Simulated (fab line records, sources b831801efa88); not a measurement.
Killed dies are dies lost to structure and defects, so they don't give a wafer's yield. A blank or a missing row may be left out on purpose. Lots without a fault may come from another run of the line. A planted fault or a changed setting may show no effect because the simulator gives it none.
Chamber matching | flow sky130 | SKY_VIA3_CMP_24 on cmp-02: 4 sister chambers
The step polishes, stops on SiO2, t overpolish 20 s, target thk 0 nm. 4 wafers are shown with their chamber, then 12 later ones without.

WAFERS WITH THEIR CHAMBER
wafer  | chamber | motor_current_A (A)
L081.5 | 1       | 11.8
L084.3 | 0       | 9.8
L087.1 | 2       | 13.1
L087.5 | 3       | 8.7

WAFERS WITHOUT THEIR CHAMBER
wafer  | motor_current_A (A)
L088.2 | 8.7
L088.4 | 10.3
L088.6 | 12.7
L092.1 | 12.7
L092.2 | 11.6
L092.6 | 12.3
L093.3 | 10.0
L093.4 | 8.6
L093.5 | 13.1
L094.2 | 10.0
L094.4 | 13.1
L094.5 | 10.3

WHICH CHAMBER EACH WENT THROUGH
wafer  | from the rows above     | in truth
L088.2 | 3                       | 3
L088.4 | 0                       | 0
L088.6 | can't be placed: 2 or 1 | 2
L092.1 | can't be placed: 2 or 1 | 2
L092.2 | 1                       | 1
L092.6 | can't be placed: 1 or 2 | 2
L093.3 | 0                       | 0
L093.4 | 3                       | 3
L093.5 | 2                       | 2
L094.2 | 0                       | 0
L094.4 | 2                       | 2
L094.5 | 0                       | 0
Placed correctly: 9 of 12. Can't be placed from these rows: 3 (the true chamber is among the candidates in 3). Placed wrongly: 0.
How it was worked out, from the rows above alone: a wafer's distance from a chamber is the root of the sum, over the readings, of the square of ((its reading less the chamber's mean) divided by the reading's scatter). The wafer belongs to the nearest chamber; if the next one is less than 2 further off, it can't be placed. A chamber's mean is the mean of its shown wafers. The scatter: with one shown wafer a chamber, the root of the mean of the squares of how far each hidden wafer lies from its nearest shown one.
